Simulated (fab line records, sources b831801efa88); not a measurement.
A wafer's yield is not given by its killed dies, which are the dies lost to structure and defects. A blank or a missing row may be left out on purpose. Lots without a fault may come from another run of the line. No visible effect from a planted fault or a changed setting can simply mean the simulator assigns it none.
fab line records ; flow gf180mcu
[record] lots = 7; wafers = 21; last_day = 34
route steps=602 shown NWELL@44 LVPWELL@54 MVSD@66 MVPSD@78 VT_IMPLANT@100
lots that met no fault: taken from a fault-free run of the same line
start_h: hours from the record's first day to the start of the lot's first wafer shown ; wait_h: hours elapsed since this lot's preceding step ; " repeats the value in the row above ; L1.1+2: several wafers, shown together as one row ; - value missing, or start not given ; * or withheld: withheld ; < > ~ a bound
route shown NAME@n: NAME is a module with steps in the file, n the number in the route of the first one ; usual: mean and standard deviation over wafers with no fault ; same: alike in all rows ; chamber/n: place in a boat ; sites: each site's reading ; _std_site: their standard deviation ; _edge_site: the outer-site mean with the inner-site mean subtracted ; radius_mm: for every site, how far away it sits from the centre of the wafer ; mask NAME#n: copy n ; behind: the last tool/chamber to shape the wafer ; hold: what put the lot on hold/how long, in hours/how the hold closed ; device: transistor that didn't switch, given as n, p or np ; end of line: tests of these same wafers at the route's end ; step lacking rows: just its recipe ; killed: dies that structure and defects cost at the first sort, which is not the same as the wafer's yield ; map: shows each die of a wafer: x if killed, . if not, _ if none is there
set.NAME: the setting the step ran with; set.NAME@STEP: the setting that earlier step ran with ; model.NAME: the simulator's own value behind a step, which no gauge read
a table for each step, a row for each wafer; lots at some steps of the route
services: a tool's chamber out of use, with start hour (start_h, from the record's first day; less than 0 if before it), hours out, and reason
[[steps]]
[step GF_NWELL_COAT_02]
[recipe] spin_rpm = 2000; resist_thk_nm = 3000
[step GF_NWELL_SOFTBAKE_03]
[recipe] temp_c = 110; time_s = withheld
[step GF_NWELL_EXPOSE_04]
[recipe] mask_id = Nwell; target_cd_nm = 860; na = 0.6; source_shape = conventional; sigma_outer = 0.6; dose_mj = 260
[step GF_NWELL_PEB_05]
[recipe] temp_c = 115; time_s = withheld
[step GF_NWELL_DEVELOP_06]
[recipe] wall_angle_deg = 90; develop_time_s = 60; dev_temp_c = 23
[step GF_NWELL_OVL_MEAS_07]
[usual] NWELL_OVL = 0.5/1.3
lot.wafer;tool;chamber;start_h;wait_h;NWELL_OVL[nm]
L882.2;overlay-01;-;76.76;-;1.2
L882.3;overlay-01;-;76.76;-;2.7
L882.6;overlay-01;-;76.76;-;2.4
L886.1;overlay-01;-;99.85;-;0.4
L886.5;overlay-01;-;99.85;-;0.2
L886.6;overlay-01;-;99.85;-;-0.9
L887.2;overlay-02;-;105.54;-;-0.3
L887.3;overlay-02;-;105.54;-;1.6
L887.5;overlay-02;-;105.54;-;0.3
L888.1;overlay-02;-;110.18;-;-0.7
L888.2;overlay-02;-;110.18;-;-0.2
L888.6;overlay-02;-;110.18;-;0.0
L890.1;overlay-02;-;121.75;-;2.1
L890.2;overlay-02;-;121.75;-;-0.9
L890.6;overlay-02;-;121.75;-;-0.2
L896.2;overlay-02;-;154.69;-;2.4
L896.3;overlay-02;-;154.69;-;2.5
L896.4;overlay-02;-;154.69;-;2.6
L900.1;overlay-02;-;176.04;-;1.2
L900.2;overlay-02;-;176.04;-;1.9
L900.4;overlay-02;-;176.04;-;2.0
[step GF_NWELL_IMPLANT_08]
[recipe] species = P; energy_kev = 450; dose_cm2 = 1.5e+13; tilt_deg = 0
[step GF_NWELL_IMPLANT_09]
[recipe] species = P; energy_kev = 160; dose_cm2 = 4e+12; tilt_deg = 0
[step GF_NWELL_STRIP_10]
[recipe] chemistry = O2/N2; power_w = 1400; pressure_mtorr = 1500; platen_temp_c = 250; o2_flow_sccm = 3000; n2_flow_sccm = 300; overash_fraction = 0.5
[usual] drypump_motor_current_A = 5.92/0.29; heater_power_w = 325/31; oes_product_au = 0.722/0.0046; platen_temp_c = 250.03/0.17; strip_time_to_endpoint_s = 36.99/0.099
lot.wafer;tool;chamber;start_h;wait_h;drypump_motor_current_A;heater_power_w;oes_product_au;platen_temp_c;rf_hours_counter_h;strip_time_to_endpoint_s
L882.2;plasma_asher-03;0;77.09;0.1;5.98;351;0.725;250.12;43;37.24
L882.3;plasma_asher-03;0;77.09;0.1;5.99;362;0.725;249.97;-;37.15
L882.6;plasma_asher-03;0;77.09;0.1;6.00;350;0.724;250.07;-;37.18
L886.1;plasma_asher-03;0;100.19;0.1;5.99;343;0.722;249.88;46;36.89
L886.5;plasma_asher-03;0;100.19;0.1;5.94;348;0.726;249.93;-;36.96
L886.6;plasma_asher-03;1;100.19;0.1;6.18;318;0.720;250.23;-;36.93
L887.2;plasma_asher-02;1;105.87;0.1;6.02;319;0.723;250.02;31;36.99
L887.3;plasma_asher-02;1;105.87;0.1;6.05;314;0.726;250.15;-;36.97
L887.5;plasma_asher-02;1;105.87;0.1;6.03;307;0.721;250.14;-;36.95
L888.1;plasma_asher-03;0;110.52;0.1;5.97;353;0.728;249.84;47;37.18
L888.2;plasma_asher-03;1;110.52;0.1;6.09;325;0.727;249.97;47;37.06
L888.6;plasma_asher-03;1;110.52;0.1;6.11;324;0.730;249.96;-;37.12
L890.1;plasma_asher-03;0;122.08;0.1;5.99;355;0.720;249.68;49;36.85
L890.2;plasma_asher-03;1;122.08;0.1;6.09;325;0.725;250.18;49;36.92
L890.6;plasma_asher-03;1;122.08;0.1;6.09;322;0.708;250.32;-;37.06
L896.2;plasma_asher-02;0;155.02;0.1;6.22;374;0.731;249.87;37;37.05
L896.3;plasma_asher-02;0;155.02;0.1;6.21;369;0.723;249.60;-;37.00
L896.4;plasma_asher-02;1;155.02;0.1;6.06;322;0.722;249.97;-;37.03
L900.1;plasma_asher-04;1;176.38;0.1;5.80;273;0.721;249.90;51;36.97
L900.2;plasma_asher-04;0;176.38;0.1;5.33;317;0.726;249.83;51;37.08
L900.4;plasma_asher-04;0;176.38;0.1;5.36;328;0.714;250.08;-;37.01
[step GF_NWELL_TW_MEAS_11]
[usual] NWELL_TW = 1568/19
lot.wafer;tool;chamber;start_h;wait_h;NWELL_TW
L882.2;film_metro-03;-;77.20;0.1;1574
L882.3;film_metro-03;-;77.20;0.1;1581
L882.6;film_metro-03;-;77.20;0.1;1575
L886.1;film_metro-04;-;100.29;0.1;1593
L886.5;film_metro-04;-;100.29;0.1;1593
L886.6;film_metro-04;-;100.29;0.1;1593
L887.2;film_metro-04;-;105.98;0.1;1575
L887.3;film_metro-04;-;105.98;0.1;1591
L887.5;film_metro-04;-;105.98;0.1;1586
L888.1;film_metro-04;-;110.62;0.1;1599
L888.2;film_metro-04;-;110.62;0.1;1593
L888.6;film_metro-04;-;110.62;0.1;1603
L890.1;film_metro-04;-;122.18;0.1;1579
L890.2;film_metro-04;-;122.18;0.1;1587
L890.6;film_metro-04;-;122.18;0.1;1577
L896.2;film_metro-01;-;155.13;0.1;1550
L896.3;film_metro-01;-;155.13;0.1;1548
L896.4;film_metro-01;-;155.13;0.1;1547
L900.1;film_metro-03;-;176.48;0.1;1571
L900.2;film_metro-03;-;176.48;0.1;1564
L900.4;film_metro-03;-;176.48;0.1;1574
[step GF_LVPWELL_DEHYDRATE_00]
[recipe] temp_c = 200; time_s = 60
[step GF_LVPWELL_HMDS_01]
[recipe] prime_time_s = 60; prime_temp_c = 120
[step GF_LVPWELL_COAT_02]
[recipe] spin_rpm = 2000; resist_thk_nm = 3000
[usual] chill_plate_temp_C = 22.99/0.1; dispense_pressure_kPa = 51.2/1
lot.wafer;tool;chamber;start_h;wait_h;chill_plate_temp_C;dispense_pressure_kPa
L882.2;litho_track-01;0;83.48;0.1;23.02;50.1
L882.3;litho_track-01;0;83.48;0.1;22.97;50.1
L882.6;litho_track-01;0;83.48;0.1;22.97;50.1
L886.1;litho_track-04;-;107.20;0.1;-;-
L886.5;litho_track-04;-;107.20;0.1;-;-
L886.6;litho_track-04;-;107.20;0.1;-;-
L887.2;litho_track-02;-;113.01;0.1;-;-
L887.3;litho_track-02;-;113.01;0.1;-;-
L887.5;litho_track-02;-;113.01;0.1;-;-
L888.1;litho_track-04;-;117.00;0.1;-;-
L888.2;litho_track-04;-;117.00;0.1;-;-
L888.6;litho_track-04;-;117.00;0.1;-;-
L890.1;litho_track-04;0;129.20;0.1;23.28;52.6
L890.2;litho_track-04;0;129.20;0.1;22.89;52.6
L890.6;litho_track-04;0;129.20;0.1;23.08;52.6
L896.2;litho_track-01;0;162.88;0.1;23.11;50.1
L896.3;litho_track-01;0;162.88;0.1;23.20;50.1
L896.4;litho_track-01;0;162.88;0.1;23.17;50.1
L900.1;litho_track-02;0;184.48;0.1;22.99;51.2
L900.2;litho_track-02;0;184.48;0.1;22.97;51.2
L900.4;litho_track-02;0;184.48;0.1;23.10;51.2
[step GF_LVPWELL_SOFTBAKE_03]
[recipe] temp_c = 110; time_s = withheld
[step GF_LVPWELL_EXPOSE_04]
[recipe] mask_id = LVPWELL; target_cd_nm = 600; na = 0.6; source_shape = conventional; sigma_outer = 0.6; dose_mj = 260
[step GF_LVPWELL_PEB_05]
[recipe] temp_c = 115; time_s = withheld
[step GF_LVPWELL_DEVELOP_06]
[recipe] wall_angle_deg = 90; develop_time_s = 60; dev_temp_c = 23
[step GF_LVPWELL_OVL_MEAS_07]
[usual] LVPWELL_OVL = -0.9/1.7
lot.wafer;tool;chamber;start_h;wait_h;LVPWELL_OVL[nm]
L882.2;overlay-01;-;90.81;-;-1.4
L882.3;overlay-01;-;90.81;-;-3.0
L882.6;overlay-01;-;90.81;-;-3.5
L886.1;overlay-02;-;114.30;-;-
L886.5;overlay-02;-;114.30;-;-
L886.6;overlay-02;-;114.30;-;-
L887.2;overlay-02;-;120.61;-;-
L887.3;overlay-02;-;120.61;-;-
L887.5;overlay-02;-;120.61;-;-
L888.1;overlay-02;-;124.85;-;-
L888.2;overlay-02;-;124.85;-;-
L888.6;overlay-02;-;124.85;-;-
L890.1;overlay-01;-;136.98;-;-1.3
L890.2;overlay-01;-;136.98;-;-3.4
L890.6;overlay-01;-;136.98;-;-3.6
L896.2;overlay-01;-;171.40;-;0.2
L896.3;overlay-01;-;171.40;-;1.2
L896.4;overlay-01;-;171.40;-;-0.4
L900.1;overlay-01;-;193.00;-;-0.4
L900.2;overlay-01;-;193.00;-;-0.6
L900.4;overlay-01;-;193.00;-;-1.6
[step GF_LVPWELL_IMPLANT_08]
[recipe] species = B; energy_kev = 170; dose_cm2 = 1.5e+13; tilt_deg = 0
[step GF_LVPWELL_IMPLANT_09]
[recipe] species = B; energy_kev = 60; dose_cm2 = 5e+12; tilt_deg = 0
[step GF_LVPWELL_STRIP_10]
[recipe] chemistry = O2/N2; power_w = 1400; pressure_mtorr = 1500; platen_temp_c = 250; o2_flow_sccm = 3000; n2_flow_sccm = 300; overash_fraction = 0.5
[usual] drypump_motor_current_A = 6.1/0.45; heater_power_w = 317/31; oes_product_au = 0.722/0.005; platen_temp_c = 250.01/0.18; strip_time_to_endpoint_s = 36.98/0.12
lot.wafer;tool;chamber;start_h;wait_h;drypump_motor_current_A;heater_power_w;oes_product_au;platen_temp_c;rf_hours_counter_h;strip_time_to_endpoint_s
L882.2;plasma_asher-01;1;91.14;0.1;6.6;289;0.725;250.00;41;36.82
L882.3;plasma_asher-01;0;91.14;0.1;6.8;313;0.716;249.94;-;36.88
L882.6;plasma_asher-01;1;91.14;0.1;6.6;286;0.718;250.04;-;36.85
L886.1;plasma_asher-04;0;114.64;0.1;5.3;321;-;250.03;45;-
L886.5;plasma_asher-04;1;114.64;0.1;5.8;262;-;250.04;-;-
L886.6;plasma_asher-04;0;114.64;0.1;5.3;326;-;250.21;-;-
L887.2;plasma_asher-01;1;120.94;0.1;6.6;301;-;250.09;0;-
L887.3;plasma_asher-01;0;120.94;0.1;6.7;307;-;249.71;-;-
L887.5;plasma_asher-01;0;120.94;0.1;6.7;309;-;249.91;-;-
L888.1;plasma_asher-01;0;125.18;0.1;6.7;308;-;249.90;1;-
L888.2;plasma_asher-01;1;125.18;0.1;6.6;310;-;250.24;1;-
L888.6;plasma_asher-01;1;125.18;0.1;6.6;304;-;250.15;-;-
L890.1;plasma_asher-04;0;137.32;0.1;5.3;325;0.735;250.08;47;37.03
L890.2;plasma_asher-04;1;137.32;0.1;5.8;274;0.724;249.95;47;36.93
L890.6;plasma_asher-04;0;137.32;0.1;5.3;322;0.729;250.03;-;36.94
L896.2;plasma_asher-01;0;171.73;0.1;6.8;305;0.714;250.00;5;37.05
L896.3;plasma_asher-01;0;171.73;0.1;6.8;317;0.719;250.13;-;36.99
L896.4;plasma_asher-01;1;171.73;0.1;6.6;298;0.726;250.20;-;37.00
L900.1;plasma_asher-02;0;193.33;0.1;6.2;375;0.727;250.23;40;36.99
L900.2;plasma_asher-02;1;193.33;0.1;6.0;313;0.721;250.30;40;36.98
L900.4;plasma_asher-02;0;193.33;0.1;6.2;372;0.718;250.01;-;36.96
[step GF_LVPWELL_TW_MEAS_11]
[usual] LVPWELL_TW = 558/6.1
lot.wafer;tool;chamber;start_h;wait_h;LVPWELL_TW
L882.2;film_metro-03;-;91.25;0.1;557
L882.3;film_metro-03;-;91.25;0.1;557
L882.6;film_metro-03;-;91.25;0.1;558
L886.1;film_metro-04;-;114.74;0.1;565
L886.5;film_metro-04;-;114.74;0.1;565
L886.6;film_metro-04;-;114.74;0.1;568
L887.2;film_metro-03;-;121.05;0.1;556
L887.3;film_metro-03;-;121.05;0.1;556
L887.5;film_metro-03;-;121.05;0.1;559
L888.1;film_metro-04;-;125.28;0.1;560
L888.2;film_metro-04;-;125.28;0.1;561
L888.6;film_metro-04;-;125.28;0.1;562
L890.1;film_metro-04;-;137.42;0.1;564
L890.2;film_metro-04;-;137.42;0.1;560
L890.6;film_metro-04;-;137.42;0.1;562
L896.2;film_metro-01;-;171.84;0.1;549
L896.3;film_metro-01;-;171.84;0.1;547
L896.4;film_metro-01;-;171.84;0.1;546
L900.1;film_metro-03;-;193.43;0.1;557
L900.2;film_metro-03;-;193.43;0.1;557
L900.4;film_metro-03;-;193.43;0.1;558
[step GF_MVSD_DEHYDRATE_00]
[recipe] temp_c = 200; time_s = 60
[step GF_MVSD_HMDS_01]
[recipe] prime_time_s = 60; prime_temp_c = 120
[step GF_MVSD_COAT_02]
[recipe] spin_rpm = 2000; resist_thk_nm = 3000
[step GF_MVSD_SOFTBAKE_03]
[recipe] temp_c = 110; time_s = withheld
[step GF_MVSD_EXPOSE_04]
[recipe] mask_id = MVSD; target_cd_nm = 1000; na = 0.6; source_shape = conventional; sigma_outer = 0.6; dose_mj = 260
[step GF_MVSD_PEB_05]
[recipe] temp_c = 115; time_s = withheld
[step GF_MVSD_DEVELOP_06]
[recipe] wall_angle_deg = 90; develop_time_s = 60; dev_temp_c = 23
[step GF_MVSD_OVL_MEAS_07]
[usual] MVSD_OVL = -0.1/1.5
lot.wafer;tool;chamber;start_h;wait_h;MVSD_OVL[nm]
L882.2;overlay-02;-;105.25;-;2.0
L882.3;overlay-02;-;105.25;-;1.1
L882.6;overlay-02;-;105.25;-;1.5
L886.1;overlay-02;-;129.29;-;1.9
L886.5;overlay-02;-;129.29;-;3.1
L886.6;overlay-02;-;129.29;-;2.3
L887.2;overlay-01;-;135.60;-;-1.3
L887.3;overlay-01;-;135.60;-;-1.7
L887.5;overlay-01;-;135.60;-;-1.2
L888.1;overlay-01;-;140.23;-;-0.2
L888.2;overlay-01;-;140.23;-;0.8
L888.6;overlay-01;-;140.23;-;0.5
L890.1;overlay-01;-;152.74;-;-0.5
L890.2;overlay-01;-;152.74;-;0.0
L890.6;overlay-01;-;152.74;-;0.2
L896.2;overlay-01;-;188.59;-;1.3
L896.3;overlay-01;-;188.59;-;1.8
L896.4;overlay-01;-;188.59;-;1.1
L900.1;overlay-02;-;210.99;-;3.0
L900.2;overlay-02;-;210.99;-;2.0
L900.4;overlay-02;-;210.99;-;2.4
[step GF_MVSD_IMPLANT_08]
[recipe] species = P; energy_kev = 400; dose_cm2 = 1.6e+13; tilt_deg = 0
[step GF_MVSD_IMPLANT_09]
[recipe] species = P; energy_kev = 100; dose_cm2 = 5e+12; tilt_deg = 0
[step GF_MVSD_STRIP_10]
[recipe] chemistry = O2/N2; power_w = 1400; pressure_mtorr = 1500; platen_temp_c = 250; o2_flow_sccm = 3000; n2_flow_sccm = 300; overash_fraction = 0.5
[usual] drypump_motor_current_A = 6.25/0.27; heater_power_w = 329/25; oes_product_au = 0.722/0.0045; platen_temp_c = 250.01/0.19; strip_time_to_endpoint_s = 36.97/0.11
lot.wafer;tool;chamber;start_h;wait_h;drypump_motor_current_A;heater_power_w;oes_product_au;platen_temp_c;rf_hours_counter_h;strip_time_to_endpoint_s
L882.2;plasma_asher-01;0;105.58;0.1;6.71;324;0.719;249.89;42;36.90
L882.3;plasma_asher-01;0;105.58;0.1;6.72;319;0.728;249.84;-;36.89
L882.6;plasma_asher-01;1;105.58;0.1;6.59;288;0.722;250.23;-;36.97
L886.1;plasma_asher-03;1;129.63;0.1;6.14;328;0.723;249.91;50;36.98
L886.5;plasma_asher-03;0;129.63;0.1;5.96;350;0.725;250.20;-;36.92
L886.6;plasma_asher-03;1;129.63;0.1;6.14;322;0.722;249.82;-;36.98
L887.2;plasma_asher-02;1;135.93;0.1;6.07;314;0.711;250.12;35;36.96
L887.3;plasma_asher-02;1;135.93;0.1;6.08;316;0.721;249.83;-;37.07
L887.5;plasma_asher-02;1;135.93;0.1;6.06;310;0.721;250.05;-;36.99
L888.1;plasma_asher-02;1;140.57;0.1;6.00;321;0.727;250.07;35;37.02
L888.2;plasma_asher-02;0;140.57;0.1;6.24;375;0.720;249.98;35;37.11
L888.6;plasma_asher-02;0;140.57;0.1;6.24;375;0.718;249.97;-;37.17
L890.1;plasma_asher-03;0;153.08;0.1;5.96;344;0.725;249.82;52;36.93
L890.2;plasma_asher-03;1;153.08;0.1;6.11;315;0.716;249.99;52;36.98
L890.6;plasma_asher-03;1;153.08;0.1;6.15;318;0.721;249.76;-;36.99
L896.2;plasma_asher-02;1;188.92;0.1;6.09;317;0.727;250.48;40;36.99
L896.3;plasma_asher-02;0;188.92;0.1;6.25;374;0.721;250.06;-;36.92
L896.4;plasma_asher-02;1;188.92;0.1;6.02;315;0.723;250.21;-;36.91
L900.1;plasma_asher-03;0;211.33;0.1;5.98;345;0.729;250.08;58;36.77
L900.2;plasma_asher-03;1;211.33;0.1;6.11;335;0.717;250.25;58;36.68
L900.4;plasma_asher-03;0;211.33;0.1;5.97;352;0.714;249.98;-;36.77
[step GF_MVSD_TW_MEAS_11]
[usual] MVSD_TW = 1569/17
lot.wafer;tool;chamber;start_h;wait_h;MVSD_TW
L882.2;film_metro-01;-;105.69;0.1;1559
L882.3;film_metro-01;-;105.69;0.1;1554
L882.6;film_metro-01;-;105.69;0.1;1550
L886.1;film_metro-01;-;129.73;0.1;1573
L886.5;film_metro-01;-;129.73;0.1;1576
L886.6;film_metro-01;-;129.73;0.1;1570
L887.2;film_metro-04;-;136.04;0.1;1604
L887.3;film_metro-04;-;136.04;0.1;1603
L887.5;film_metro-04;-;136.04;0.1;1605
L888.1;film_metro-04;-;140.67;0.1;1604
L888.2;film_metro-04;-;140.67;0.1;1605
L888.6;film_metro-04;-;140.67;0.1;1610
L890.1;film_metro-03;-;153.18;0.1;1576
L890.2;film_metro-03;-;153.18;0.1;1583
L890.6;film_metro-03;-;153.18;0.1;1576
L896.2;film_metro-03;-;189.03;0.1;1576
L896.3;film_metro-03;-;189.03;0.1;1581
L896.4;film_metro-03;-;189.03;0.1;1578
L900.1;film_metro-01;-;211.43;0.1;1558
L900.2;film_metro-01;-;211.43;0.1;1570
L900.4;film_metro-01;-;211.43;0.1;1558
[step GF_MVPSD_DEHYDRATE_00]
[recipe] temp_c = 200; time_s = 60
[step GF_MVPSD_HMDS_01]
[recipe] prime_time_s = 60; prime_temp_c = 120
[step GF_MVPSD_COAT_02]
[recipe] spin_rpm = 2000; resist_thk_nm = 3000
[step GF_MVPSD_SOFTBAKE_03]
[recipe] temp_c = 110; time_s = withheld
[step GF_MVPSD_EXPOSE_04]
[recipe] mask_id = MVPSD; target_cd_nm = 1000; na = 0.6; source_shape = conventional; sigma_outer = 0.6; dose_mj = 260
[step GF_MVPSD_PEB_05]
[recipe] temp_c = 115; time_s = withheld
[step GF_MVPSD_DEVELOP_06]
[recipe] wall_angle_deg = 90; develop_time_s = 60; dev_temp_c = 23
[step GF_MVPSD_OVL_MEAS_07]
[usual] MVPSD_OVL = 0.2/1.3
lot.wafer;tool;chamber;start_h;wait_h;MVPSD_OVL[nm]
L882.2;overlay-01;-;119.96;-;0.8
L882.3;overlay-01;-;119.96;-;2.8
L882.6;overlay-01;-;119.96;-;1.3
L886.1;overlay-02;-;144.79;-;0.3
L886.5;overlay-02;-;144.79;-;-0.5
L886.6;overlay-02;-;144.79;-;0.3
L887.2;overlay-02;-;152.05;-;0.1
L887.3;overlay-02;-;152.05;-;0.3
L887.5;overlay-02;-;152.05;-;0.3
L888.1;overlay-02;-;155.89;-;-3.4
L888.2;overlay-02;-;155.89;-;1.6
L888.6;overlay-02;-;155.89;-;-0.5
L890.1;overlay-02;-;169.34;-;1.1
L890.2;overlay-02;-;169.34;-;0.7
L890.6;overlay-02;-;169.34;-;0.9
L896.2;overlay-02;-;205.96;-;0.0
L896.3;overlay-02;-;205.96;-;-0.4
L896.4;overlay-02;-;205.96;-;0.0
L900.1;overlay-01;-;229.85;-;0.9
L900.2;overlay-01;-;229.85;-;-0.8
L900.4;overlay-01;-;229.85;-;-0.2
[step GF_MVPSD_TW_MEAS_11]
[usual] MVPSD_TW = 552/6.1
lot.wafer;tool;chamber;start_h;wait_h;MVPSD_TW
L882.2;film_metro-01;-;120.40;0.1;543
L882.3;film_metro-01;-;120.40;0.1;543
L882.6;film_metro-01;-;120.40;0.1;540
L886.1;film_metro-04;-;145.23;0.1;700
L886.5;film_metro-04;-;145.23;0.1;701
L886.6;film_metro-04;-;145.23;0.1;699
L887.2;film_metro-03;-;152.49;0.1;690
L887.3;film_metro-03;-;152.49;0.1;691
L887.5;film_metro-03;-;152.49;0.1;693
L888.1;film_metro-01;-;156.33;0.1;682
L888.2;film_metro-01;-;156.33;0.1;679
L888.6;film_metro-01;-;156.33;0.1;679
L890.1;film_metro-04;-;169.78;0.1;560
L890.2;film_metro-04;-;169.78;0.1;560
L890.6;film_metro-04;-;169.78;0.1;562
L896.2;film_metro-01;-;206.40;0.1;547
L896.3;film_metro-01;-;206.40;0.1;546
L896.4;film_metro-01;-;206.40;0.1;543
L900.1;film_metro-03;-;230.28;0.1;549
L900.2;film_metro-03;-;230.28;0.1;548
L900.4;film_metro-03;-;230.28;0.1;548
[step GF_VT_IMPLANT_TW_MEAS_10]
[usual] VT_IMPLANT_TW = 565/7.1
lot.wafer;tool;chamber;start_h;wait_h;VT_IMPLANT_TW
L882.2;film_metro-04;-;135.14;0.1;564
L882.3;film_metro-04;-;135.14;0.1;565
L882.6;film_metro-04;-;135.14;0.1;566
L886.1;film_metro-01;-;160.87;0.1;682
L886.5;film_metro-01;-;160.87;0.1;687
L886.6;film_metro-01;-;160.87;0.1;686
L887.2;film_metro-01;-;168.59;0.1;680
L887.3;film_metro-01;-;168.59;0.1;684
L887.5;film_metro-01;-;168.59;0.1;683
L888.1;film_metro-04;-;172.77;0.1;705
L888.2;film_metro-04;-;172.77;0.1;701
L888.6;film_metro-04;-;172.77;0.1;705
L890.1;film_metro-02;-;186.78;0.1;573
L890.2;film_metro-02;-;186.78;0.1;570
L890.6;film_metro-02;-;186.78;0.1;568
L896.2;film_metro-02;-;224.78;0.1;568
L896.3;film_metro-02;-;224.78;0.1;568
L896.4;film_metro-02;-;224.78;0.1;566
L900.1;film_metro-02;-;248.93;0.1;567
L900.2;film_metro-02;-;248.93;0.1;568
L900.4;film_metro-02;-;248.93;0.1;569
[step GF_VT_IMPLANT_TW_MEAS_32]
[usual] VT_IMPLANT_3_TW = 269/3.4
lot.wafer;tool;chamber;start_h;wait_h;VT_IMPLANT_3_TW
L882.2;film_metro-02;-;167.23;0.1;271
L882.3;film_metro-02;-;167.23;0.1;270
L882.6;film_metro-02;-;167.23;0.1;271
L886.1;film_metro-02;-;194.52;0.1;581
L886.5;film_metro-02;-;194.52;0.1;580
L886.6;film_metro-02;-;194.52;0.1;582
L887.2;film_metro-04;-;203.14;0.1;579
L887.3;film_metro-04;-;203.14;0.1;581
L887.5;film_metro-04;-;203.14;0.1;581
L888.1;film_metro-02;-;206.63;0.1;577
L888.2;film_metro-02;-;206.63;0.1;579
L888.6;film_metro-02;-;206.63;0.1;578
L890.1;film_metro-01;-;222.27;0.1;264
L890.2;film_metro-01;-;222.27;0.1;263
L890.6;film_metro-01;-;222.27;0.1;264
L896.2;film_metro-01;-;262.68;0.1;263
L896.3;film_metro-01;-;262.68;0.1;264
L896.4;film_metro-01;-;262.68;0.1;266
L900.1;film_metro-04;-;287.62;0.1;267
L900.2;film_metro-04;-;287.62;0.1;270
L900.4;film_metro-04;-;287.62;0.1;269
[step GF_VT_IMPLANT_TW_MEAS_43]
[usual] VT_IMPLANT_4_TW = 691/9.3
lot.wafer;tool;chamber;start_h;wait_h;VT_IMPLANT_4_TW
L882.2;film_metro-02;-;184.24;0.1;700
L882.3;film_metro-02;-;184.24;0.1;699
L882.6;film_metro-02;-;184.24;0.1;697
L886.1;film_metro-01;-;212.62;0.1;778
L886.5;film_metro-01;-;212.62;0.1;776
L886.6;film_metro-01;-;212.62;0.1;773
L887.2;film_metro-01;-;221.59;0.1;770
L887.3;film_metro-01;-;221.59;0.1;769
L887.5;film_metro-01;-;221.59;0.1;778
L888.1;film_metro-01;-;224.78;0.1;770
L888.2;film_metro-01;-;224.78;0.1;770
L888.6;film_metro-01;-;224.78;0.1;774
L890.1;film_metro-04;-;240.78;0.1;696
L890.2;film_metro-04;-;240.78;0.1;691
L890.6;film_metro-04;-;240.78;0.1;694
L896.2;film_metro-02;-;282.08;0.1;698
L896.3;film_metro-02;-;282.08;0.1;701
L896.4;film_metro-02;-;282.08;0.1;696
L900.1;film_metro-02;-;307.08;0.1;690
L900.2;film_metro-02;-;307.08;0.1;695
L900.4;film_metro-02;-;307.08;0.1;694
[[services]]
tool;chamber;start_h;hours;kind
plasma_asher-01;-;108.75;9.0;pm
plasma_asher-01;0;108.75;9.0;vent_cycle
plasma_asher-01;1;108.75;9.0;vent_cycle
plasma_asher-01;0;117.75;-;clean
plasma_asher-01;1;117.75;-;clean
plasma_asher-02;-;120.37;2.3;repair
plasma_asher-04;-;127.57;2.1;repair
plasma_asher-01;-;129.52;0.8;repair
plasma_asher-04;-;168.42;3.3;repair
plasma_asher-01;-;205.24;8.2;repair
[[key]]
[first_sign] step = GF_LVPWELL_COAT_02; reading = tool_record; direction = missing
[effect] step = GF_LVPWELL_OVL_MEAS_07; reading = LVPWELL_OVL; direction = missing
[effect] step = GF_MVSD_TW_MEAS_11; reading = MVSD_TW; direction = up; sigmas = 1.5; usual = 1569; struck = 1594
[effect] step = GF_MVPSD_TW_MEAS_11; reading = MVPSD_TW; direction = up; sigmas = 23; usual = 552; struck = 691
[effect] step = GF_VT_IMPLANT_TW_MEAS_10; reading = VT_IMPLANT_TW; direction = up; sigmas = 18; usual = 565; struck = 690
[effect] step = GF_VT_IMPLANT_TW_MEAS_32; reading = VT_IMPLANT_3_TW; direction = up; sigmas = 91; usual = 269; struck = 580
[effect] step = GF_VT_IMPLANT_TW_MEAS_43; reading = VT_IMPLANT_4_TW; direction = up; sigmas = 8.8; usual = 691; struck = 773
met_at GF_LVPWELL_COAT_02
struck_wafers L886.1,L886.5,L886.6,L887.2,L887.3,L887.5,L888.1,L888.2,L888.6
sort_left_out L886.1,L886.5,L886.6,L887.2,L887.3,L887.5,L888.1,L888.2,L888.6
tester_left_out L886,L887,L888
[fault] kind = skipped_step_whole; tool = litho_track-02,litho_track-04; chamber = -; onset_h = 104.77; steps = GF_LVPWELL_COAT_02; scope = struck_lots_only
// tester_left_out: of these lots the tester's yield and bins aren't shown, on N5 and GAA mostly nor the transistor test; their killed dies are dies lost to structure and defects alone, not to doping, threshold or leakage, so they don't give the yield
// sort_left_out: the simulated sort isn't trusted on such a fault, so these wafers' sort isn't shown, and their yield isn't known
